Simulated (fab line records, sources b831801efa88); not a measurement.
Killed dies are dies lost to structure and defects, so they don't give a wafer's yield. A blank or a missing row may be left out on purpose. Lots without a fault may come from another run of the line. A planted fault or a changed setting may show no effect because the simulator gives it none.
A struck lot beside a sound one | flow sky130 | 29 steps out of a route of 708
Sound: wafers L618.1, L618.3, L618.5. Struck: wafers L605.1, L605.3, L605.4. The cause comes at the end.
At each step with rows: each side's tool, then ch and its chambers, then its first start. Under that, the readings that differ: sound wafers | struck wafers | difference of the means | sigmas: that difference in standard deviations of wafers without a fault.
alike: readings whose means differ by less than 2 such deviations, and words and numbers that are the same on both sides. not compared: withheld readings, readings that some wafer has no value for, bounds like >300 that may hide the same value, and numbers for which the record gives no deviation and whose values overlap.
The two part at a step that has a row with sigmas, a row that says differs or no value, or rows on one side only. Numbers that don't overlap but have no deviation are shown without sigmas and don't part them. A reading that every wafer of one side lacks parts them only if that side has two wafers or more.

first, 9 steps without rows for these wafers: SKY_METAL2_DEVELOP_14 (develop time 60 s); SKY_METAL2_DESCUM_17 (chemistry O2, time 8 s); SKY_METAL2_ETCH_18 (etches BARC in N2/H2, stops on SiO2, time 45.9 s, target depth 60 nm); SKY_METAL2_METAL_ETCH_19 (etches the open film in Cl2/BCl3, stops on SiO2, target depth 360 nm, time 78 s); SKY_METAL2_STRIP_20 (strips in O2/N2); SKY_METAL2_STRIP_21 (strips in post etch residue remover, time 1200 s); SKY_METAL2_CLEAN_22 (cleans in IPA, time 180 s); SKY_METAL2_CLEAN_23 (cleans in O3/DIW); SKY_VIA2_HDPCVD_00 (deposits SiO2, target thk 1180 nm, time 196.7 s).
SKY_VIA2_CMP_02: polishes SiO2.
  sound on cmp-02 ch 1,2, day 41 18:53; struck on cmp-02 ch 0,1,2, day 38 02:10
  no value came back on the struck wafers for edge_zone_pressure_frac, head_pressure_psi (psi), motor_current_A (A), platen_rpm (rpm); on the sound wafers edge_zone_pressure_frac reads 1.005 1.000 0.999
  reading                                  | sound         | struck         | difference | sigmas
  model.SiO2_of_VIA2_HDPCVD_00.thk_nm (nm) | 495 496.2 496 | 1185 1224 1184 | +702       |
SKY_VIA2_BOW_MEAS_03:
  sound on film_metro-01, day 41 19:11; struck on film_metro-01, day 38 02:25
  reading       | sound    | struck      | difference | sigmas
  VIA2_BOW (um) | 77 76 84 | 119 104 110 | +32        | +4
then, 9 steps without rows for these wafers: SKY_VIA2_DEHYDRATE_04 (time 60 s); SKY_VIA2_HMDS_05 (prime time 60 s); SKY_VIA2_COAT_06 (resist thk 60 nm); SKY_VIA2_COAT_07 (resist thk 450 nm); SKY_VIA2_SOFTBAKE_08 (time 90 s); SKY_VIA2_EXPOSE_09 (exposes mask VIM2, target cd 200 nm); SKY_VIA2_PEB_10; SKY_VIA2_DEVELOP_11 (develop time 60 s); SKY_VIA2_ETCH_14 (etches BARC in N2/H2, stops on SiO2, time 45.9 s, target depth 60 nm).
SKY_VIA2_ETCH_15: etches SiO2 in C4F8/O2/Ar, stops on TiN, target depth 546 nm, time 84 s.
  sound on rie_diel-02 ch 0,2,3, day 42 18:49; struck on rie_diel-02 ch 0,1,2, day 39 03:50
  reading                          | sound             | struck            | difference | sigmas
  oes_product_au (a.u.)            | 0.939 0.944 0.945 | 1.588 1.652 1.615 | +0.676     | +99 or more
  model.VIA2.feature_depth_nm (nm) | 495 496.2 496     | 530 558 538.7     | +46        |
  model.etch.depth_nm (nm)         | 495 496.2 496     | 530 558 538.7     | +46        |
  not compared: rf_hours_counter_h
then, 6 steps without rows for these wafers: SKY_VIA2_STRIP_16 (strips in O2/N2); SKY_VIA2_STRIP_17 (strips in post etch residue remover, time 1200 s); SKY_VIA2_CLEAN_18 (cleans in IPA, time 180 s); SKY_VIA2_CLEAN_19 (cleans in O3/DIW); SKY_VIA2_SPUTTER_20 (material TiN, target thk 20 nm, time 80 s); SKY_VIA2_CVD_21 (deposits W, target thk 420 nm, time 126.4 s).
SKY_VIA2_CMP_24: polishes, stops on SiO2, t overpolish 20 s, target thk 0 nm.
  sound on cmp-01 ch 0,2, day 42 19:56; struck on cmp-02 ch 0,1,2, day 39 04:52
  reading                                  | sound             | struck         | difference | sigmas
  model.SiO2_of_VIA2_HDPCVD_00.thk_nm (nm) | 490.6 491.8 491.6 | 1180 1220 1180 | +702       |
  alike: edge_zone_pressure_frac, head_pressure_psi, motor_current_A, platen_rpm
-- the record jumps here: 9 days lie between the struck wafers' starts before and after (it left off in module VIA2 and takes up again in module PAD_OPEN, whose first step shown is number 708 of the route) --
SKY_PAD_OPEN_PROBE_99:
  the record has rows for the struck wafers here (prober-02, day 48 01:05) and none for the sound ones

WHERE THEY PART
First at SKY_VIA2_CMP_02; last, within this record, at SKY_PAD_OPEN_PROBE_99.

WHY: what the simulator had put in
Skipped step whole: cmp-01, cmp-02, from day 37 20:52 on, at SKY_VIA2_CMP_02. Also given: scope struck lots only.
